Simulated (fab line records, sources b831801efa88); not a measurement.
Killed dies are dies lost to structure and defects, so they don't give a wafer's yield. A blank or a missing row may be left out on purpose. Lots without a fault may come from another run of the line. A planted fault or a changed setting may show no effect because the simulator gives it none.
Split-lot experiment | flow sky130 | 5 lots, 23 wafers read, on a route of 708 steps

THE SPLIT
At SKY_VIA3_ETCH_14 (etches BARC in N2/H2, stops on SiO2, time 45.9 s, target depth 60 nm), the setting time_s was moved away from the recipe's 45.9 s on 7 of the 23 wafers read, by -3.8% to +13.1%. The other wafers ran this setting at the recipe's value.

The reading is taken at the split's own step.

THE READING
KrF-thick_of_VIA3_COAT_07.thk_nm (the simulator's own value, which no gauge read), in nm, at SKY_VIA3_ETCH_14 (etches BARC in N2/H2, stops on SiO2, time 45.9 s, target depth 60 nm). The file gives no usual value for it. The 16 wafers here that ran the recipe average 392.6 nm, standard deviation 1.3 nm.

wafer  | tool, chamber at the split | time_s as run, s | against the recipe | KrF-thick_of_VIA3_COAT_07.thk_nm, nm | against lot-mates on the recipe
L074.1 | rie_diel-01, 3             | 51.92            | +13.1%             | 385.6                                | -5.4
L074.2 | rie_diel-01, 1             | 45.9             | recipe             | 391.1                                | -
L074.3 | rie_diel-01, 0             | 51.92            | +13.1%             | 384.7                                | -6.3
L074.4 | rie_diel-01, 2             | 45.9             | recipe             | 391.5                                | -
L074.5 | rie_diel-01, 3             | 45.9             | recipe             | 390.5                                | -
L075.1 | rie_diel-01, 3             | 45.9             | recipe             | 392.8                                | -
L075.2 | rie_diel-01, 0             | 45.9             | recipe             | 393.4                                | -
L075.3 | rie_diel-01, 1,0           | 45.9             | recipe             | 392                                  | -
L075.5 | rie_diel-01, 1,0           | 45.9             | recipe             | 392                                  | -
L075.4 | rie_diel-01, 3             | 45.9             | recipe             | 391.8                                | -
L077.1 | rie_diel-02, 0             | 45.9             | recipe             | 394.1                                | -
L077.2 | rie_diel-02, 3             | 44.14            | -3.8%              | 394.9                                | +0.4
L077.3 | rie_diel-02, 2             | 45.9             | recipe             | 395.3                                | -
L077.5 | rie_diel-02, 0             | 44.14            | -3.8%              | 395.6                                | +1.1
L077.6 | rie_diel-02, 1             | 45.9             | recipe             | 394                                  | -
L078.3 | rie_diel-03, 3             | 45.9             | recipe             | 392.5                                | -
L078.4 | rie_diel-03, 2             | 45.9             | recipe             | 392.8                                | -
L078.5 | rie_diel-03, 1             | 45.9             | recipe             | 391.7                                | -
L080.1 | rie_diel-01, 1             | 45.9             | recipe             | 394.3                                | -
L080.2 | rie_diel-01, 3             | 45.9             | recipe             | 392.1                                | -
L080.3 | rie_diel-01, 2             | 49.95            | +8.8%              | 390                                  | -3.2
L080.4 | rie_diel-01, 0             | 49.95            | +8.8%              | 389.9                                | -3.3
L080.5 | rie_diel-01, 3             | 49.95            | +8.8%              | 386.9                                | -6.3
Where a row lists several chambers, the file gives one row for several wafers and doesn't say which wafer went through which chamber.

THE FIT
A straight line over all 23 wafers: KrF-thick_of_VIA3_COAT_07.thk_nm changes by -0.526 nm for each +1% of time_s; r = -0.89; the points scatter about the line by 1.3 nm.
The same after taking each lot's own level away (the mean of its wafers on the recipe; 23 wafers): -0.44 nm for each +1%; r = -0.93; scatter 0.84 nm.
On that fit, the largest move of time_s shifts the reading by 5.8 nm.
The lots' own levels span 391.03 to 394.47 nm, that is 2.7 times the standard deviation above.
So the lot-to-lot level changes the slope: the two fits differ.
Check: with one of the wafers moved furthest among these (+13.1%) left out of the fit, the line predicts -6.1 nm for it against its lot-mates. It came out at -5.43 nm against them.

OTHER SPLITS ON THESE WAFERS
These wafers also went through other splits before the reading. Each is held against what the fit with the lots' levels taken away leaves over:
other split on the same wafers   | wafers away from the commonest value | r with KrF-thick_of_VIA3_COAT_07.thk_nm (lot level and that fit taken away)
SKY_CAPM_METAL_ETCH_13 time_s    | 12                                   | +0.20
SKY_METAL3_COAT_08 resist_thk_nm | 10                                   | -0.21
SKY_METAL3_ETCH_16 bias_w        | 10                                   | -0.06
SKY_VIA3_HDPCVD_00 time_s        | 6                                    | +0.15

THE FILE'S OWN FIT
KrF-thick_of_VIA3_COAT_07.thk_nm changes by -0.444 nm for each +1% of time_s, r = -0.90.
